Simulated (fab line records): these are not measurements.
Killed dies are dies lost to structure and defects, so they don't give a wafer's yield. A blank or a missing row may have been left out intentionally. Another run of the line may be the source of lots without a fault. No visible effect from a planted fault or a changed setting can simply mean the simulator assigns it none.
A struck lot beside a sound one :: flow gf180mcu :: 22 out of 602 route steps
Sound: the wafers L176.3, L176.5, L176.6. Wafers struck: L177.1, L177.5, L177.6. The cause is named last.
At each step with rows: each side's tool, then ch and its chambers, then its first start. Under that, the readings that differ: sound wafers :: struck wafers :: difference of the means :: sigmas: that difference in standard deviations of wafers without a fault.
alike: a reading whose means differ by less than 2 such deviations, as well as words and numbers matching on both sides. not compared: withheld readings; readings where some wafer has no value; bounds like >300 that might hide an equal value; numbers whose values overlap and for which the record gives no deviation.
The two part at a step that has a row with sigmas, a row that says differs or no value, or rows on one side only. Non-overlapping numbers with no deviation appear without sigmas and do not part them. Lack of a reading on every wafer of one side parts them only where that side has two or more wafers.

first, 1 step without rows for these wafers: GF_HV_LDD_DEVELOP_18 (develop time 60 s).
GF_HV_LDD_CD_MEAS_19: target cd 400 nm.
  struck on cd sem-02, day 13 07:36; sound on cd sem-01, day 12 19:44
  alike: cd nm
GF_HV_LDD_OVL_MEAS_20:
  struck on overlay-01, day 13 07:43; sound on overlay-02, day 12 19:50
  alike: HV_LDD_01_OVL
then, 1 step without rows for these wafers: GF_HV_LDD_IMPLANT_21.
GF_HV_LDD_STRIP_22: strips in O2/N2.
  sound on plasma asher-01 ch 0,1, day 12 20:02; struck on plasma asher-04 ch 0,1, day 13 07:55
  alike: drypump motor current A, heater power w, oes product au, strip time to endpoint s
  not compared: rf hours counter h
GF_HV_LDD_TW_MEAS_23:
  struck on film metro-03, day 13 08:01; sound on film metro-03, day 12 20:08
  alike: HV_LDD_2_TW
then, 6 steps without rows for these wafers: GF_HV_LDD_DEHYDRATE_24 (time 60 s); GF_HV_LDD_HMDS_25 (prime time 60 s); GF_HV_LDD_COAT_26 (resist thk 1000 nm); GF_HV_LDD_SOFTBAKE_27 (time 60 s); GF_HV_LDD_EXPOSE_28 (exposes mask Nplus HV AREA, target cd 400 nm); GF_HV_LDD_PEB_29.
GF_HV_LDD_DEVELOP_30: develop time 60 s.
  sound on litho track-03 ch 0, day 13 14:29; struck on litho track-04 ch 0, day 14 02:29
GF_HV_LDD_CD_MEAS_31: target cd 400 nm.
  struck on cd sem-01, day 14 02:38; sound on cd sem-02, day 13 14:47
reading: cd nm (nm)
sound: 396.2 397.0 399.7
struck: - - -
difference: no value on the struck wafers
sigmas: 
GF_HV_LDD_OVL_MEAS_32:
  struck on overlay-01, day 14 02:46; sound on overlay-01, day 13 14:53
reading: HV_LDD_02_OVL (nm)
sound: 1.5 0.6 -0.1
struck: - - -
difference: no value on the struck wafers
sigmas: 
then, 4 steps without rows for these wafers: GF_HV_LDD_IMPLANT_33; GF_HV_LDD_IMPLANT_34; GF_HV_LDD_IMPLANT_35; GF_HV_LDD_IMPLANT_36.
GF_HV_LDD_STRIP_37: strips in O2/N2.
  sound on plasma asher-01 ch 0,1, day 13 15:32; struck on plasma asher-01 ch 0,1, day 14 03:24
reading: strip time to endpoint s (s)
sound: 12.69 12.71 12.68
struck: 12.58 12.59 12.59
difference: -0.11
sigmas: -3
  alike: drypump motor current A, heater power w, oes product au
  not compared: rf hours counter h
GF_HV_LDD_TW_MEAS_38:
  struck on film metro-03, day 14 03:44; sound on film metro-01, day 13 15:37
reading: HV_LDD_3_TW
sound: 1462 1449 1445
struck: 30 30 30
difference: -1422
sigmas: -99 or more
  not compared: hold
GF_PASSIVATION_PROBE_99:
  sound wafers here have rows in the record (prober-01, day 30 21:56); struck ones have none

== WHERE THEY PART ==
Earliest at GF_HV_LDD_CD_MEAS_31; latest, in this record, at GF_PASSIVATION_PROBE_99.

WHY: whatever the simulator had introduced
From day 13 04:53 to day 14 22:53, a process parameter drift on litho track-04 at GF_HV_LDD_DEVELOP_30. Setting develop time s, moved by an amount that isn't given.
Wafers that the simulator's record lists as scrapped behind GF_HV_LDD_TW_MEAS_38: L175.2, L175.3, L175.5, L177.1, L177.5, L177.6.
